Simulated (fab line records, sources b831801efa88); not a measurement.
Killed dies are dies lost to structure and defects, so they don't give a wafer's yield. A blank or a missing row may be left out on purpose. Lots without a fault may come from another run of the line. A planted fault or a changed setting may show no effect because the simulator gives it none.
fab line records | flow gf180mcu
record lots=5 wafers=15 last_day=34
route steps=602 shown M4@472 V4@476 MIM@503
lots that met no fault: from a run of the same line without faults
start_h: hours from the record's first day to the start of the lot's first wafer shown | wait_h: hours since the lot's step before | " the same as in the row above | L1.1+2: a row that stands for several wafers | - no value, or no start given | * or withheld: withheld | < > ~ a bound
route shown NAME@n: a module of which the file shows steps, and the number in the route of the first | usual: mean/standard deviation of fault-free wafers | same: alike in all rows | chamber/n: place in a boat | sites: the reading at each site | _std_site: their standard deviation | _edge_site: outer sites' mean less inner sites' | radius_mm: how far each site lies from the wafer's centre | mask NAME#n: copy n | behind: the tool/chamber that last shaped the wafer | hold: why the lot was held/for how many hours/how that ended | device: the transistor (n, p or np) that didn't switch | end of line: the same wafers' tests at the end of the route | a step without rows: its recipe alone | killed: dies lost to structure and defects at the first sort, not the wafer's yield | map: a wafer's dies, x killed, . not, _ none there
set.NAME: the setting as run; set.NAME@STEP: as run at that earlier step | model.NAME: the simulator's own value behind a step, which no gauge read
lots at some steps of the route; a table a step, a row a wafer
services: from which hour (start_h, from the record's first day; less than 0 if before it) a tool's chamber was out of use, for how many hours, and why
## steps
# step GF_M4_METAL_ETCH_16
# recipe chemistry=Cl2/BCl3 mask_material=KrF target_depth_nm=627.5 stop_on=SiO2 pressure_mtorr=8 icp_w=800 bias_w=140 Cl2_flow_sccm=80 bcl3_flow_sccm=40 time_s=104.6
# usual bias_w=140.1/0.39 drypump_motor_current_A=5.6/0.37 mfc_cl2_sccm=80.02/0.25 oes_product_au=0.974/0.0061 throttle_valve_pct=28.247/0.0095
# columns lot.wafer tool chamber start_h wait_h bias_w drypump_motor_current_A mfc_cl2_sccm oes_product_au rf_hours_counter_h throttle_valve_pct
L083.3 rie_metal-04 0 613.78 0.1 140.4 6.1 80.36 0.971 - 28.249
L083.5 " 0 " " 140.4 6.1 80.39 0.976 - 28.252
L083.6 " 1 " " 140.2 6.2 80.11 0.961 - 28.277
L085.1 rie_metal-01 1 627.50 0.0 140.5 5.6 80.14 0.980 10.6 28.242
L085.3 " 1 " " 140.2 5.7 80.25 0.978 - 28.249
L085.6 " 1 " " 140.2 5.6 79.78 0.981 - 28.242
L094.2 rie_metal-01 1 689.25 0.0 140.1 5.6 79.79 0.973 13.6 28.247
L094.3 " 1 " " 140.0 5.6 80.26 0.959 - 28.248
L094.4 " 0 " " 139.9 5.1 80.01 0.976 - 28.253
L095.1 rie_metal-01 0 695.12 0.0 140.4 5.1 80.07 0.972 11.1 28.246
L095.3 " 1 " " 139.7 5.6 80.43 0.973 - 28.225
L095.6 " 1 " " 140.3 5.6 80.07 0.980 - 28.251
L097.1 rie_metal-01 0 706.35 0.0 139.5 5.1 80.10 0.976 11.6 28.257
L097.2 " 1 " " 140.5 5.6 79.84 0.977 14.3 28.246
L097.6 " 1 " " 140.0 5.6 79.95 0.986 - 28.240
# step GF_M4_STRIP_17
# recipe chemistry=O2/N2 power_w=1400 pressure_mtorr=1500 platen_temp_c=250 o2_flow_sccm=3000 n2_flow_sccm=300 overash_fraction=0.5
# usual drypump_motor_current_A=5.5/0.54 heater_power_w=336/16 oes_product_au=0.558/0.0049 strip_time_to_endpoint_s=7.87/0.039
# same overash_fraction=0.5
# columns lot.wafer tool chamber start_h wait_h drypump_motor_current_A heater_power_w oes_product_au rf_hours_counter_h strip_time_to_endpoint_s
L083.3 plasma_asher-03 0 613.89 0.1 5.9 325 0.558 - 7.87
L083.5 " 1 " " 4.6 352 0.549 - 7.83
L083.6 " 0 " " 5.9 318 0.559 - 7.93
L085.1 plasma_asher-03 0 627.80 0.2 5.8 328 0.558 84 7.86
L085.3 " 0 " " 5.9 329 0.561 - 7.85
L085.6 " 0 " " 5.9 327 0.557 - 7.82
L094.2 plasma_asher-03 1 689.36 0.1 4.6 353 0.555 90 7.89
L094.3 " 1 " " 4.6 361 0.560 - 7.89
L094.4 " 0 " " 5.9 334 0.552 - 7.84
L095.1 plasma_asher-04 1 695.24 0.1 5.8 347 0.559 61 7.87
L095.3 " 0 " " 5.8 334 0.566 - 7.87
L095.6 " 1 " " 5.8 351 0.557 - 7.84
L097.1 plasma_asher-01 1 706.46 0.1 5.2 317 0.558 107 7.86
L097.2 " 0 " " 6.2 310 0.570 107 7.83
L097.6 " 1 " " 5.2 328 0.554 - 7.85
# step GF_M4_STRIP_18
# recipe chemistry=post_etch_residue_remover time_s=1200 temp_c=72.5
# usual bath_guard_temp_C=72.6/0.57
# columns lot.wafer tool chamber start_h wait_h bath_guard_temp_C
L083.3 wet_bench-03 3 613.96 0.0 71.9
L083.5 " 3 " " 71.9
L083.6 " 3 " " 71.9
L085.1 wet_bench-04 2 627.90 0.1 72.6
L085.3 " 2 " " 72.7
L085.6 " 2 " " 72.8
L094.2 wet_bench-03 3 689.46 0.1 71.8
L094.3 " 3 " " 71.8
L094.4 " 3 " " 72.1
L095.1 wet_bench-01 0 695.34 0.1 72.6
L095.3 " 0 " " 72.7
L095.6 " 0 " " 72.3
L097.1 wet_bench-04 3 706.56 0.1 72.3
L097.2 " 3 " " 73.0
L097.6 " 3 " " 72.6
# step GF_M4_CLEAN_19
# recipe chemistry=DIW dry=n2_spin
# columns lot.wafer tool chamber start_h wait_h
L083.3+5+6 wet_bench-01 2 614.30 0.0
L085.1+3+6 wet_bench-01 0 628.24 0.0
L094.2+3+4 wet_bench-01 1 689.80 0.0
L095.1+3+6 wet_bench-04 3 695.68 0.0
L097.1+2+6 wet_bench-03 1 706.90 0.0
# step GF_V4_CVD_00
# recipe material=SiO2 target_thk_nm=600 sigma_open_frac=0.3 temp_c=400 time_s=100 sih4_flow_sccm=60 pressure_mtorr=6
# columns lot.wafer tool chamber start_h wait_h
L083.3+5+6 hdpcvd-01 2,1,2 614.39 0.0
L085.1+3+6 hdpcvd-01 1,0,1 628.33 0.0
L094.2+3+4 hdpcvd-02 1,2,2 689.90 0.0
L095.1+3+6 hdpcvd-01 1,2,1 695.77 0.0
L097.1+2+6 hdpcvd-01 1,2,1 706.99 0.0
# step GF_V4_THK_MEAS_01
# recipe reads=SiO2_of_V4_CVD_00
# usual V4_CVD_00_THK=600/6.4
# columns lot.wafer tool chamber start_h wait_h V4_CVD_00_THK[nm]
L083.3 film_metro-01 - 614.48 0.1 597
L083.5 " - " " 599
L083.6 " - " " 599
L085.1 film_metro-02 - 628.41 0.0 608
L085.3 " - " " 610
L085.6 " - " " 600
L094.2 film_metro-01 - 689.99 0.0 602
L094.3 " - " " 596
L094.4 " - " " 588
L095.1 film_metro-03 - 695.84 0.0 593
L095.3 " - " " 593
L095.6 " - " " 600
L097.1 film_metro-03 - 707.07 0.0 600
L097.2 " - " " 602
L097.6 " - " " 598
# step GF_V4_CVD_02
# recipe material=SiO2 target_thk_nm=850 precursor=TEOS temp_c=400 time_s=94.851 rf_w=600
# usual heater_power_outer_w=381/77 heater_power_w=672/110
# columns lot.wafer tool chamber start_h wait_h heater_power_outer_w heater_power_w
L083.3 pecvd-02 0 614.52 0.0 464 779
L083.5 " 2 " " 304 593
L083.6 " 1 " " 471 861
L085.1 pecvd-02 0 628.47 0.1 417 714
L085.3 " 1 " " 478 849
L085.6 " 1 " " 364 694
L094.2 pecvd-02 1 690.04 0.0 436 792
L094.3 " 2 " " 320 617
L094.4 " 1 " " 474 822
L095.1 pecvd-02 1 695.90 0.1 457 807
L095.3 " 2 " " 310 590
L095.6 " 1 " " 492 865
L097.1 pecvd-02 1 707.13 0.1 492 874
L097.2 " 2 " " 261 516
L097.6 " 2 " " 301 567
# step GF_V4_THK_MEAS_03
# recipe reads=SiO2_of_V4_CVD_02
# usual V4_CVD_02_THK=850/11
# columns lot.wafer tool chamber start_h wait_h V4_CVD_02_THK[nm]
L083.3 film_metro-02 - 614.61 0.1 846
L083.5 " - " " 852
L083.6 " - " " 860
L085.1 film_metro-03 - 628.53 0.0 842
L085.3 " - " " 839
L085.6 " - " " 849
L094.2 film_metro-03 - 690.12 0.0 854
L094.3 " - " " 839
L094.4 " - " " 866
L095.1 film_metro-01 - 695.97 0.0 850
L095.3 " - " " 826
L095.6 " - " " 863
L097.1 film_metro-03 - 707.20 0.0 860
L097.2 " - " " 843
L097.6 " - " " 855
# step GF_V4_CMP_04
# recipe material=SiO2 down_force_psi=4 platen_rpm=60 pad_velocity_m_s=0.94248
# usual motor_current_A=12.4/1.1 time_to_endpoint_s=80/5.1
# columns lot.wafer tool chamber start_h wait_h motor_current_A time_to_endpoint_s
L083.3 cmp-01 2 614.97 0.4 13.3 74
L083.5 " 0 " " 10.6 75
L083.6 " 1 " " 13.3 76
L085.3 cmp-01 0 628.59 0.0 10.5 73
L085.1 " 2 " " 13.4 77
L085.6 " 0 " " 10.9 74
L094.3 cmp-02 1 690.17 0.0 11.0 79
L094.4 " 3 " " 13.4 90
L094.2 " 0 " " 12.5 84
L095.3 cmp-02 3 696.03 0.0 13.8 68
L095.1 " 2 " " 12.3 78
L095.6 " 0 " " 13.5 82
L097.1 cmp-01 0 707.35 0.1 10.7 80
L097.2 " 2 " " 13.0 81
L097.6 " 0 " " 10.6 81
# step GF_V4_BOW_MEAS_05
# recipe mode=bow
# usual V4_BOW=131/9.3
# columns lot.wafer tool chamber start_h wait_h V4_BOW[um]
L083.3 film_metro-02 - 615.21 0.2 111
L083.5 " - " " 133
L083.6 " - " " 135
L085.1 film_metro-03 - 628.89 0.1 123
L085.3 " - " " 112
L085.6 " - " " 118
L094.2 film_metro-01 - 690.49 0.1 130
L094.3 " - " " 134
L094.4 " - " " 141
L095.1 film_metro-03 - 696.33 0.1 144
L095.3 " - " " 135
L095.6 " - " " 139
L097.1 film_metro-03 - 707.65 0.2 135
L097.2 " - " " 141
L097.6 " - " " 141
# step GF_V4_DEHYDRATE_06
# recipe temp_c=200 time_s=60
# columns lot.wafer tool chamber start_h wait_h
L083.3+5+6 litho_track-04 0 624.61 9.4
L085.1+3+6 litho_track-04 0 638.36 9.4
L094.2+3+4 litho_track-04 0 699.28 8.8
L095.1+3+6 litho_track-04 0 705.01 8.7
L097.1+2+6 litho_track-04 0 715.91 8.2
# step GF_V4_HMDS_07
# recipe prime_time_s=60 prime_temp_c=120
# columns lot.wafer tool chamber start_h wait_h
L083.3+5+6 litho_track-04 0 624.76 0.1
L085.1+3+6 litho_track-04 0 638.51 0.1
L094.2+3+4 litho_track-04 0 699.43 0.1
L095.1+3+6 litho_track-04 0 705.16 0.1
L097.1+2+6 litho_track-04 0 716.06 0.1
# step GF_V4_COAT_08
# recipe resist=BARC temp_c=withheld time_s=withheld spin_rpm=withheld resist_thk_nm=withheld
# columns lot.wafer tool chamber start_h wait_h
L083.3+5+6 litho_track-04 0 624.91 0.1
L085.1+3+6 litho_track-04 0 638.66 0.1
L094.2+3+4 litho_track-04 0 699.58 0.1
L095.1+3+6 litho_track-04 0 705.31 0.1
L097.1+2+6 litho_track-04 0 716.21 0.1
# step GF_V4_COAT_09
# recipe resist=KrF spin_rpm=withheld resist_thk_nm=1000
# columns lot.wafer tool chamber start_h wait_h
L083.3+5+6 litho_track-04 0 - -
L085.1+3+6 litho_track-04 0 - -
L094.2+3+4 litho_track-04 0 - -
L095.1+3+6 litho_track-04 0 - -
L097.1+2+6 litho_track-04 0 - -
# step GF_V4_SOFTBAKE_10
# recipe temp_c=130 time_s=60 resist=KrF
# columns lot.wafer tool chamber start_h wait_h
L083.3+5+6 litho_track-04 0 - -
L085.1+3+6 litho_track-04 0 - -
L094.2+3+4 litho_track-04 0 - -
L095.1+3+6 litho_track-04 0 - -
L097.1+2+6 litho_track-04 0 - -
# step GF_V4_EXPOSE_11
# recipe mask_id=Via4 target_cd_nm=260 na=0.68 source_shape=conventional sigma_outer=0.6 dose_mj=38
# same na=0.68
# columns lot.wafer tool chamber start_h wait_h mask
L083.3+5+6 krf_scanner-02 0 - - Via4#0
L085.1+3+6 krf_scanner-02 0 - - Via4#0
L094.2+3+4 krf_scanner-02 0 - - Via4#0
L095.1+3+6 krf_scanner-02 0 - - Via4#0
L097.1+2+6 krf_scanner-01 0 - - Via4#0
# step GF_V4_PEB_12
# recipe peb_temp_c=135 peb_time_s=90 resist=KrF
# columns lot.wafer tool chamber start_h wait_h
L083.3+5+6 litho_track-04 0 - -
L085.1+3+6 litho_track-04 0 - -
L094.2+3+4 litho_track-04 0 - -
L095.1+3+6 litho_track-03 0 - -
L097.1+2+6 litho_track-04 0 - -
# step GF_V4_DEVELOP_13
# recipe develop_time_s=60 resist=KrF dev_temp_c=21
# columns lot.wafer tool chamber start_h wait_h
L083.3+5+6 litho_track-04 0 634.61 0.1
L085.1+3+6 litho_track-04 0 649.01 0.2
L094.2+3+4 litho_track-04 0 708.83 0.2
L095.1+3+6 litho_track-03 0 714.37 0.2
L097.1+2+6 litho_track-04 0 725.01 0.2
# step GF_V4_CD_MEAS_14
# recipe target_cd_nm=260
# usual cd_nm=259.5/1
# columns lot.wafer tool chamber start_h wait_h cd_nm
L083.3 cd_sem-01 - 634.75 0.1 258.2
L083.5 " - " " 259.5
L083.6 " - " " 259.3
L085.1 cd_sem-01 - 649.16 0.1 260.0
L085.3 " - " " 260.2
L085.6 " - " " 260.5
L094.2 cd_sem-01 - 708.98 0.1 261.3
L094.3 " - " " 259.7
L094.4 " - " " 260.8
L095.1 cd_sem-01 - 714.52 0.1 259.8
L095.3 " - " " 259.7
L095.6 " - " " 259.3
L097.1 cd_sem-02 - 725.16 0.1 258.6
L097.2 " - " " 258.5
L097.6 " - " " 259.3
# step GF_V4_OVL_MEAS_15
# usual V4_OVL=1/5.1
# columns lot.wafer tool chamber start_h wait_h V4_OVL[nm]
L083.3 overlay-01 - 634.84 0.1 8
L083.5 " - " " 1
L083.6 " - " " 3
L085.1 overlay-01 - 649.28 0.1 -1
L085.3 " - " " 1
L085.6 " - " " 2
L094.2 overlay-02 - 709.09 0.1 -8
L094.3 " - " " -4
L094.4 " - " " -11
L095.1 overlay-02 - 714.64 0.1 12
L095.3 " - " " 9
L095.6 " - " " 12
L097.1 overlay-01 - 725.28 0.1 2
L097.2 " - " " 4
L097.6 " - " " 0
# step GF_V4_ETCH_16
# recipe chemistry=N2/H2 target_depth_a=withheld overetch_a=withheld time_s=withheld target=BARC ion_energy_ev=200 source_w=500 bias_w=100 pressure_mtorr=30 n2_flow_sccm=100 h2_flow_sccm=200
# usual bias_w=100.0/0.33 drypump_motor_current_A=5.5/0.6 oes_product_au=0.855/0.0047 throttle_valve_pct=13.224/0.01
# columns lot.wafer tool chamber start_h wait_h bias_w drypump_motor_current_A oes_product_au throttle_valve_pct
L083.3 rie_diel-04 3 634.87 0.0 99.8 4.9 0.859 13.224
L083.5 " 0 " " 100.0 5.1 0.857 13.212
L083.6 " 3 " " 100.2 4.9 0.862 13.196
L085.1 rie_diel-04 3 649.32 0.0 100.0 4.9 0.853 13.239
L085.3 " 0 " " 100.4 5.1 0.853 13.225
L085.6 " 1 " " 99.9 5.3 0.859 13.221
L094.2 rie_diel-01 3 709.12 0.0 99.8 5.6 0.861 13.236
L094.3 " 2 " " 99.9 6.7 0.848 13.227
L094.4 " 1 " " 100.1 5.4 0.853 13.230
L095.1 rie_diel-03 0 714.67 0.0 100.5 6.4 0.854 13.238
L095.3 " 3 " " 100.3 6.0 0.859 13.235
L095.6 " 2 " " 100.5 4.7 0.857 13.234
L097.1 rie_diel-04 3 725.32 0.0 100.2 4.9 0.847 13.220
L097.2 " 0 " " 100.1 5.0 0.858 13.233
L097.6 " 1 " " 100.1 5.3 0.858 13.225
# step GF_V4_ETCH_17
# recipe chemistry=C4F8/O2/Ar mask_material=KrF target=SiO2 stop_on=TiN source_w=1500 bias_w=1200 pressure_mtorr=40 c4f8_flow_sccm=withheld O2_flow_sccm=6 Ar_flow_sccm=300 time_s=withheld target_depth_a=6300
# usual bias_w=1200/3.4 oes_product_au=0.855/0.0047
# columns lot.wafer tool chamber start_h wait_h bias_w oes_product_au
L083.3 rie_diel-04 3 - - 1199 0.856
L083.5 " 0 " " 1199 0.856
L083.6 " 3 " " 1199 0.862
L085.1 rie_diel-04 3 - - 1204 0.855
L085.3 " 0 " " 1195 0.858
L085.6 " 1 " " 1206 0.860
L094.2 rie_diel-01 3 - - 1201 0.856
L094.3 " 2 " " 1197 0.855
L094.4 " 1 " " 1194 0.853
L095.1 rie_diel-03 0 - - 1200 0.853
L095.3 " 3 " " 1200 0.854
L095.6 " 2 " " 1207 0.847
L097.1 rie_diel-04 3 - - 1199 0.861
L097.2 " 0 " " 1202 0.858
L097.6 " 1 " " 1197 0.850
# step GF_V4_STRIP_18
# recipe chemistry=O2/N2 power_w=1400 pressure_mtorr=1500 platen_temp_c=250 o2_flow_sccm=3000 n2_flow_sccm=300 overash_fraction=0.5
# usual drypump_motor_current_A=5.9/0.44 heater_power_w=332/18 oes_product_au=0.593/0.0052
# same overash_fraction=0.5
# columns lot.wafer tool chamber start_h wait_h drypump_motor_current_A heater_power_w oes_product_au rf_hours_counter_h
L083.3 plasma_asher-02 1 635.03 - 6.7 314 0.603 -
L083.5 " 1 " " 6.7 316 0.594 -
L083.6 " 0 " " 5.8 368 0.594 -
L085.1 plasma_asher-02 1 649.45 - 6.7 318 0.590 24
L085.3 " 1 " " 6.7 319 0.595 -
L085.6 " 1 " " 6.7 313 0.588 -
L094.2 plasma_asher-04 0 709.24 - 5.8 321 0.596 63
L094.3 " 0 " " 5.8 325 0.592 -
L094.4 " 1 " " 5.8 343 0.589 -
L095.1 plasma_asher-04 1 714.80 - 5.8 360 0.590 64
L095.3 " 1 " " 5.8 350 0.588 -
L095.6 " 1 " " 5.8 346 0.593 -
L097.1 plasma_asher-01 1 725.44 - 5.2 323 0.595 110
L097.2 " 0 " " 6.2 308 0.588 110
L097.6 " 0 " " 6.2 302 0.593 -
# step GF_V4_STRIP_19
# recipe chemistry=post_etch_residue_remover time_s=1200 temp_c=72.5
# usual bath_guard_temp_C=72.8/0.47
# columns lot.wafer tool chamber start_h wait_h bath_guard_temp_C
L083.3 wet_bench-01 1 635.10 0.0 72.0
L083.5 " 1 " " 72.3
L083.6 " 1 " " 71.9
L085.1 wet_bench-02 1 649.55 0.1 72.7
L085.3 " 1 " " 72.8
L085.6 " 1 " " 72.8
L094.2 wet_bench-04 0 709.34 0.1 73.3
L094.3 " 0 " " 72.8
L094.4 " 0 " " 72.6
L095.1 wet_bench-01 0 714.90 0.1 72.8
L095.3 " 0 " " 72.4
L095.6 " 0 " " 72.6
L097.1 wet_bench-02 3 725.54 0.1 73.7
L097.2 " 3 " " 72.9
L097.6 " 3 " " 73.2
# step GF_V4_CLEAN_20
# recipe chemistry=DIW dry=n2_spin
# columns lot.wafer tool chamber start_h wait_h
L083.3+5+6 wet_bench-02 3 635.44 0.0
L085.1+3+6 wet_bench-01 1 649.89 0.0
L094.2+3+4 wet_bench-01 1 709.69 0.0
L095.1+3+6 wet_bench-04 2 715.24 0.0
L097.1+2+6 wet_bench-01 3 725.89 0.0
# step GF_V4_SPUTTER_21
# recipe material=Ti target_thk_nm=15 chamber_pressure_pa=5 power_w=2500 substrate_temp_c=200 time_s=80.02
# usual throttle_valve_pct=30.2/1
# columns lot.wafer tool chamber start_h wait_h throttle_valve_pct
L083.3 pvd_sputter-03 - 635.54 0.0 29.7
L083.5 " - " " 32.1
L083.6 " - " " 29.7
L085.1 pvd_sputter-01 - 650.01 0.0 31.6
L085.3 " - " " 29.5
L085.6 " - " " 31.7
L094.2 pvd_sputter-01 - 709.78 0.0 29.3
L094.3 " - " " 29.4
L094.4 " - " " 31.3
L095.1 pvd_sputter-01 - 715.34 0.0 31.4
L095.3 " - " " 29.2
L095.6 " - " " 29.4
L097.1 pvd_sputter-03 - 725.98 0.0 29.3
L097.2 " - " " 31.7
L097.6 " - " " 31.5
# step GF_V4_SPUTTER_22
# recipe material=TiN target_thk_nm=10 chamber_pressure_pa=5 power_w=4000 time_s=40
# usual throttle_valve_pct=30.2/1
# columns lot.wafer tool chamber start_h wait_h throttle_valve_pct
L083.3 pvd_sputter-03 - 635.60 0.0 29.6
L083.5 " - " " 31.7
L083.6 " - " " 29.4
L085.1 pvd_sputter-01 - 650.07 0.0 31.4
L085.3 " - " " 29.4
L085.6 " - " " 31.5
L094.2 pvd_sputter-01 - 709.84 0.0 29.1
L094.3 " - " " 29.5
L094.4 " - " " 31.3
L095.1 pvd_sputter-01 - 715.41 0.0 31.5
L095.3 " - " " 29.0
L095.6 " - " " 29.4
L097.1 pvd_sputter-03 - 726.04 0.0 29.3
L097.2 " - " " 31.8
L097.6 " - " " 31.6
# step GF_V4_CVD_23
# recipe material=W target_thk_nm=350 time_s=104.9 temp_c=400 pressure_torr=40
# usual heater_power_outer_w=506/74 heater_power_w=802/110
# columns lot.wafer tool chamber start_h wait_h heater_power_outer_w heater_power_w
L083.3 cvd_w-02 0 635.67 0.1 427 654
L083.5 " 1 " " 582 884
L083.6 " 0 " " 436 654
L085.1 cvd_w-02 0 650.11 0.0 432 664
L085.3 " 1 " " 571 879
L085.6 " 0 " " 438 647
L094.2 cvd_w-01 1 709.88 0.0 570 914
L094.3 " 1 " " 582 918
L094.4 " 0 " " 432 730
L095.1 cvd_w-02 1 715.44 0.0 565 905
L095.3 " 1 " " 583 881
L095.6 " 1 " " 584 909
L097.1 cvd_w-02 1 726.08 0.0 590 909
L097.2 " 0 " " 445 643
L097.6 " 1 " " 581 925
# step GF_V4_RS_MEAS_24
# recipe thk_meas_gauge=four-point-probe reads=W_of_V4_CVD_23+TiN_of_V4_SPUTTER_22+Ti_of_V4_SPUTTER_21
# usual V4_W_RS=0.3264/0.0029
# columns lot.wafer tool chamber start_h wait_h V4_W_RS[ohm/sq]
L083.3 film_metro-02 - 635.79 0.1 0.3261
L083.5 " - " " 0.3250
L083.6 " - " " 0.3234
L085.1 film_metro-02 - 650.22 0.1 0.3260
L085.3 " - " " 0.3273
L085.6 " - " " 0.3251
L094.2 film_metro-03 - 710.01 0.1 0.3183
L094.3 " - " " 0.3192
L094.4 " - " " 0.3167
L095.1 film_metro-02 - 715.56 0.1 0.3298
L095.3 " - " " 0.3285
L095.6 " - " " 0.3273
L097.1 film_metro-03 - 726.19 0.1 0.3287
L097.2 " - " " 0.3290
L097.6 " - " " 0.3249
# step GF_V4_THK_MEAS_25
# recipe thk_meas_gauge=xrf reads=W_of_V4_CVD_23
# usual V4_W_THK=351/4.3
# columns lot.wafer tool chamber start_h wait_h V4_W_THK[nm]
L083.3 film_metro-02 - 635.89 0.1 350
L083.5 " - " " 350
L083.6 " - " " 351
L085.1 film_metro-02 - 650.34 0.1 350
L085.3 " - " " 350
L085.6 " - " " 353
L094.2 film_metro-03 - 710.12 0.1 364
L094.3 " - " " 361
L094.4 " - " " 366
L095.1 film_metro-02 - 715.68 0.1 343
L095.3 " - " " 345
L095.6 " - " " 347
L097.1 film_metro-03 - 726.31 0.1 352
L097.2 " - " " 352
L097.6 " - " " 359
# step GF_V4_CMP_26
# recipe stop_on=SiO2 down_force_psi=3.5 platen_rpm=60 t_overpolish_s=15 target_thk_nm=0 pad_velocity_m_s=0.94248
# usual motor_current_A=11.3/0.96 overpolish_run_s=15.000/0.0091 time_to_endpoint_s=84/3.2
# columns lot.wafer tool chamber start_h wait_h motor_current_A overpolish_run_s time_to_endpoint_s
L083.3 cmp-02 2 635.98 0.1 10.9 15.002 83
L083.6 " 1 " " 10.7 14.991 88
L083.5 " 2 " " 11.4 15.007 87
L085.3 cmp-02 3 650.56 0.2 12.6 15.006 86
L085.1 " 0 " " 11.7 15.012 86
L085.6 " 3 " " 12.4 15.011 85
L094.4 cmp-01 3 710.17 0.0 10.2 14.999 93
L094.2 " 0 " " 10.1 15.009 87
L094.3 " 2 " " 11.7 15.002 89
L095.3 cmp-02 3 715.79 0.1 12.2 15.013 84
L095.1 " 0 " " 11.5 14.999 85
L095.6 " 2 " " 10.4 15.009 81
L097.2 cmp-01 3 726.47 0.1 10.1 15.012 87
L097.1 " 0 " " 10.4 14.998 82
L097.6 " 1 " " 12.2 14.996 84
# step GF_MIM_SPUTTER_00
# recipe material=Ti target_thk_nm=37.5 arriving_ion_energy_ev=80 substrate_temp_c=200 chamber_pressure_pa=2 power_w=4000 time_s=150
# usual throttle_valve_pct=30.1/0.94
# columns lot.wafer tool chamber start_h wait_h throttle_valve_pct
L083.3 pvd_sputter-01 - 636.23 0.2 29.3
L083.5 " - " " 31.5
L083.6 " - " " 29.2
L085.1 pvd_sputter-04 - 650.86 0.2 28.9
L085.3 " - " " 30.1
L085.6 " - " " 29.0
L094.2 pvd_sputter-02 - 710.47 0.2 30.0
L094.3 " - " " 30.3
L094.4 " - " " 30.2
L095.1 pvd_sputter-04 - 716.04 0.1 28.8
L095.3 " - " " 29.4
L095.6 " - " " 29.5
L097.1 pvd_sputter-02 - 726.67 0.1 30.2
L097.2 " - " " 30.5
L097.6 " - " " 30.5
# step GF_MIM_SPUTTER_01
# recipe material=TiN target_thk_nm=30 power_w=6500 time_s=25 chamber_pressure_pa=0.4
# usual throttle_valve_pct=30.1/0.95
# columns lot.wafer tool chamber start_h wait_h throttle_valve_pct
L083.3 pvd_sputter-01 - 636.33 0.1 29.3
L083.5 " - " " 31.6
L083.6 " - " " 29.0
L085.1 pvd_sputter-04 - 650.96 0.1 28.6
L085.3 " - " " 30.2
L085.6 " - " " 28.9
L094.2 pvd_sputter-02 - 710.57 0.1 30.2
L094.3 " - " " 30.5
L094.4 " - " " 30.5
L095.1 pvd_sputter-04 - 716.14 0.1 28.9
L095.3 " - " " 29.5
L095.6 " - " " 29.6
L097.1 pvd_sputter-02 - 726.77 0.1 30.3
L097.2 " - " " 30.3
L097.6 " - " " 30.3
# step GF_MIM_SPUTTER_02
# recipe material=AlCu target_thk_nm=450 power_w=10600 time_s=23.9 chamber_pressure_pa=0.4
# usual throttle_valve_pct=30.1/0.94
# columns lot.wafer tool chamber start_h wait_h throttle_valve_pct
L083.3 pvd_sputter-01 - 636.36 0.0 29.4
L083.5 " - " " 31.5
L083.6 " - " " 29.2
L085.1 pvd_sputter-04 - 650.99 0.0 28.8
L085.3 " - " " 30.2
L085.6 " - " " 29.0
L094.2 pvd_sputter-02 - 710.60 0.0 29.9
L094.3 " - " " 30.4
L094.4 " - " " 29.8
L095.1 pvd_sputter-04 - 716.17 0.0 28.5
L095.3 " - " " 29.5
L095.6 " - " " 29.3
L097.1 pvd_sputter-02 - 726.80 0.0 30.1
L097.2 " - " " 30.1
L097.6 " - " " 30.6
# step GF_MIM_SPUTTER_03
# recipe material=Ti target_thk_nm=10 substrate_temp_c=300 chamber_pressure_pa=0.3 power_w=3000 time_s=6.7
# usual throttle_valve_pct=30.1/0.97
# columns lot.wafer tool chamber start_h wait_h throttle_valve_pct
L083.3 pvd_sputter-01 - 636.39 0.0 29.2
L083.5 " - " " 31.2
L083.6 " - " " 29.2
L085.1 pvd_sputter-04 - 651.02 0.0 28.6
L085.3 " - " " 30.1
L085.6 " - " " 28.9
L094.2 pvd_sputter-02 - 710.63 0.0 29.9
L094.3 " - " " 30.3
L094.4 " - " " 29.9
L095.1 pvd_sputter-04 - 716.20 0.0 28.9
L095.3 " - " " 29.5
L095.6 " - " " 29.3
L097.1 pvd_sputter-02 - 726.83 0.0 30.0
L097.2 " - " " 30.4
L097.6 " - " " 30.8
# step GF_MIM_SPUTTER_04
# recipe material=TiN target_thk_nm=50 power_w=6500 time_s=41.7 chamber_pressure_pa=0.4
# usual throttle_valve_pct=30.1/0.94
# columns lot.wafer tool chamber start_h wait_h throttle_valve_pct
L083.3 pvd_sputter-01 - 636.41 0.0 29.4
L083.5 " - " " 31.5
L083.6 " - " " 28.9
L085.1 pvd_sputter-04 - 651.04 0.0 28.9
L085.3 " - " " 30.2
L085.6 " - " " 28.9
L094.2 pvd_sputter-02 - 710.65 0.0 30.0
L094.3 " - " " 30.1
L094.4 " - " " 30.0
L095.1 pvd_sputter-04 - 716.22 0.0 28.9
L095.3 " - " " 29.5
L095.6 " - " " 29.6
L097.1 pvd_sputter-02 - 726.85 0.0 29.9
L097.2 " - " " 30.4
L097.6 " - " " 30.4
# step GF_MIM_CVD_05
# recipe material=Si3N4 target_thk_nm=42 temp_max_c=400 temp_c=385 time_s=29.086 rf_w=450
# usual heater_power_outer_w=389/61 heater_power_w=668/86 temp_max_c=399.99/0.23
# columns lot.wafer tool chamber start_h wait_h heater_power_outer_w heater_power_w temp_max_c
L083.3 pecvd-03 2 636.45 0.0 341 600 399.85
L083.5 " 1 " " 376 632 400.16
L083.6 " 0 " " 373 652 399.80
L085.1 pecvd-01 0 651.08 0.0 413 730 399.82
L085.3 " 2 " " 454 687 400.31
L085.6 " 0 " " 405 703 399.95
L094.2 pecvd-02 1 710.69 0.0 482 837 399.62
L094.3 " 2 " " 221 483 400.32
L094.4 " 0 " " 386 679 400.20
L095.1 pecvd-01 2 716.26 0.0 457 713 399.72
L095.3 " 0 " " 450 751 400.30
L095.6 " 1 " " 405 658 399.83
L097.1 pecvd-02 1 726.89 0.0 403 735 400.25
L097.2 " 0 " " 362 648 399.87
L097.6 " 0 " " 351 645 400.04
## services
# columns tool chamber start_h hours kind
pvd_sputter-04 - 591.34 6.8 repair
pvd_sputter-02 - 591.91 5.1 repair
pecvd-01 - 602.97 0.8 repair
rie_diel-01 - 607.12 0.5 repair
cmp-02 - 609.23 6.3 pm
pvd_sputter-02 - 613.32 10.3 repair
cmp-01 - 623.08 2.9 repair
rie_metal-01 0 627.43 14.6 repair
krf_scanner-02 - 628.14 0.8 pm
cmp-01 - 638.57 2.8 repair
rie_metal-01 - 648.82 14.6 pm
cmp-01 - 649.24 3.8 pm
hdpcvd-01 - 649.59 4.3 pm
krf_scanner-02 - 655.10 1.6 repair
krf_scanner-02 - 656.70 4.0 pm
rie_metal-01 0 669.78 2.1 repair
pvd_sputter-04 - 674.35 1.9 repair
plasma_asher-03 - 674.39 2.6 repair
krf_scanner-02 - 688.18 1.3 pm
plasma_asher-03 - 696.68 28.1 pm
krf_scanner-02 - 700.30 3.6 pm
cmp-02 - 702.76 4.6 pm
cmp-01 - 712.60 5.1 pm
pvd_sputter-02 - 721.68 2.7 repair
## key
fault none
